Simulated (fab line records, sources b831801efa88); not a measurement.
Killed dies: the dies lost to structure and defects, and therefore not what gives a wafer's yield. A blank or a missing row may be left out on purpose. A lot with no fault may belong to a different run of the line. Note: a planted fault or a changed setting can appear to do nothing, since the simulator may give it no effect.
Split-lot study || flow gf180mcu || 23 wafers read across 5 lots, on a route 602 steps long

== THE SPLIT ITSELF ==
At GF_M1_METAL_ETCH_16 (etches the open film in Cl2/BCl3, stops on SiO2, target depth 627.5 nm, time 104.6 s), the setting timeS was moved away from the recipe's 104.6 s on 7 of the 23 wafers read, by -10.3% to +5.2%. For the rest of the wafers, this setting stayed at what the recipe calls for.

The reading is taken at the split's own step.

== THE READING ==
oesProductAu, in a.u., at GF_M1_METAL_ETCH_16 (etches the open film in Cl2/BCl3, stops on SiO2, target depth 627.5 nm, time 104.6 s). Typical for fault-free wafers on this fab line: 0.975 a.u., with standard deviation 0.0054 a.u.

{"wafer": "L075.1", "tool, chamber at the split": "rieMetal-02, 0", "timeS as run, s": 104.6, "against the recipe": "recipe", "oesProductAu, a.u.": 0.968, "against lot-mates on the recipe": "-"}
{"wafer": "L075.2", "tool, chamber at the split": "rieMetal-02, 1", "timeS as run, s": 100.3, "against the recipe": "-4.1%", "oesProductAu, a.u.": 0.989, "against lot-mates on the recipe": "+0.017"}
{"wafer": "L075.3", "tool, chamber at the split": "rieMetal-02, 0", "timeS as run, s": 100.3, "against the recipe": "-4.1%", "oesProductAu, a.u.": 0.984, "against lot-mates on the recipe": "+0.012"}
{"wafer": "L075.5", "tool, chamber at the split": "rieMetal-02, 1", "timeS as run, s": 104.6, "against the recipe": "recipe", "oesProductAu, a.u.": 0.975, "against lot-mates on the recipe": "-"}
{"wafer": "L075.6", "tool, chamber at the split": "rieMetal-02, 0", "timeS as run, s": 100.3, "against the recipe": "-4.1%", "oesProductAu, a.u.": 0.986, "against lot-mates on the recipe": "+0.014"}
{"wafer": "L076.1", "tool, chamber at the split": "rieMetal-01, 1", "timeS as run, s": 104.6, "against the recipe": "recipe", "oesProductAu, a.u.": 0.984, "against lot-mates on the recipe": "-"}
{"wafer": "L076.2", "tool, chamber at the split": "rieMetal-01, 0", "timeS as run, s": 104.6, "against the recipe": "recipe", "oesProductAu, a.u.": 0.968, "against lot-mates on the recipe": "-"}
{"wafer": "L076.3", "tool, chamber at the split": "rieMetal-01, 0", "timeS as run, s": 104.6, "against the recipe": "recipe", "oesProductAu, a.u.": 0.976, "against lot-mates on the recipe": "-"}
{"wafer": "L076.5", "tool, chamber at the split": "rieMetal-01, 1", "timeS as run, s": 104.6, "against the recipe": "recipe", "oesProductAu, a.u.": 0.973, "against lot-mates on the recipe": "-"}
{"wafer": "L076.6", "tool, chamber at the split": "rieMetal-01, 0", "timeS as run, s": 104.6, "against the recipe": "recipe", "oesProductAu, a.u.": 0.974, "against lot-mates on the recipe": "-"}
{"wafer": "L079.1", "tool, chamber at the split": "rieMetal-01, 1", "timeS as run, s": 110, "against the recipe": "+5.2%", "oesProductAu, a.u.": 0.972, "against lot-mates on the recipe": -0.013}
{"wafer": "L079.2", "tool, chamber at the split": "rieMetal-01, 0", "timeS as run, s": 110, "against the recipe": "+5.2%", "oesProductAu, a.u.": 0.975, "against lot-mates on the recipe": -0.010}
{"wafer": "L079.3", "tool, chamber at the split": "rieMetal-01, 1", "timeS as run, s": 104.6, "against the recipe": "recipe", "oesProductAu, a.u.": 0.981, "against lot-mates on the recipe": "-"}
{"wafer": "L079.4", "tool, chamber at the split": "rieMetal-01, 0", "timeS as run, s": 104.6, "against the recipe": "recipe", "oesProductAu, a.u.": 0.989, "against lot-mates on the recipe": "-"}
{"wafer": "L079.5", "tool, chamber at the split": "rieMetal-01, 1", "timeS as run, s": 104.6, "against the recipe": "recipe", "oesProductAu, a.u.": 0.985, "against lot-mates on the recipe": "-"}
{"wafer": "L080.1", "tool, chamber at the split": "rieMetal-01, 1", "timeS as run, s": 104.6, "against the recipe": "recipe", "oesProductAu, a.u.": 0.967, "against lot-mates on the recipe": "-"}
{"wafer": "L080.2", "tool, chamber at the split": "rieMetal-01, 0", "timeS as run, s": 104.6, "against the recipe": "recipe", "oesProductAu, a.u.": 0.976, "against lot-mates on the recipe": "-"}
{"wafer": "L080.6", "tool, chamber at the split": "rieMetal-01, 1", "timeS as run, s": 104.6, "against the recipe": "recipe", "oesProductAu, a.u.": 0.980, "against lot-mates on the recipe": "-"}
{"wafer": "L085.1", "tool, chamber at the split": "rieMetal-01, 0", "timeS as run, s": 104.6, "against the recipe": "recipe", "oesProductAu, a.u.": 0.977, "against lot-mates on the recipe": "-"}
{"wafer": "L085.2", "tool, chamber at the split": "rieMetal-01, 1", "timeS as run, s": 93.84, "against the recipe": "-10.3%", "oesProductAu, a.u.": 1.003, "against lot-mates on the recipe": "+0.032"}
{"wafer": "L085.4", "tool, chamber at the split": "rieMetal-01, 0", "timeS as run, s": 104.6, "against the recipe": "recipe", "oesProductAu, a.u.": 0.966, "against lot-mates on the recipe": "-"}
{"wafer": "L085.5", "tool, chamber at the split": "rieMetal-01, 0", "timeS as run, s": 104.6, "against the recipe": "recipe", "oesProductAu, a.u.": 0.970, "against lot-mates on the recipe": "-"}
{"wafer": "L085.6", "tool, chamber at the split": "rieMetal-01, 1", "timeS as run, s": 93.84, "against the recipe": "-10.3%", "oesProductAu, a.u.": 1.001, "against lot-mates on the recipe": "+0.030"}

THE FIT
A straight line over all 23 wafers: oesProductAu changes by -0.00211 a.u. for each +1% of timeS; r = -0.77; the points scatter about the line by 0.0065 a.u.
The same after taking each lot's own level away (the mean of its wafers on the recipe; 23 wafers): -0.00292 a.u. for each +1%; r = -0.93; scatter 0.0044 a.u.
That fit puts the effect of the largest move of timeS on the reading at 0.03 a.u.
The lots' own levels span 0.9710 to 0.9850 a.u., that is 2.6 times the standard deviation above.
So the lot-to-lot level blurs the effect unless lot-mates are compared.
Check: with one of the wafers moved furthest among these (-10.3%) left out of the fit, the line predicts +0.0302 a.u. for it against its lot-mates. It came out at +0.032 a.u. against them.
Tool readings at the split's step, against how far the setting was moved: oesProductAu r = -0.77.

== THE WHOLE CHAIN: every reading that the file lists as answering this split, in the file's order ==
{"step": "GF_M1_METAL_ETCH_16", "what it does": "etches the open film in Cl2/BCl3, stops on SiO2, target depth 627.5 nm, time 104.6 s", "reading": "oesProductAu", "change (the file's fit)": "-0.00294 a.u. for each +1% of the setting", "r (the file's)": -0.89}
{"step": "GF_M1_STRIP_17", "what it does": "strips in O2/N2", "reading": "stripTimeToEndpointS", "change (the file's fit)": "withheld for each +1% of the setting", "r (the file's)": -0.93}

== THE FILE'S OWN FIT ==
oesProductAu changes by -0.00294 a.u. for each +1% of timeS, r = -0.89.
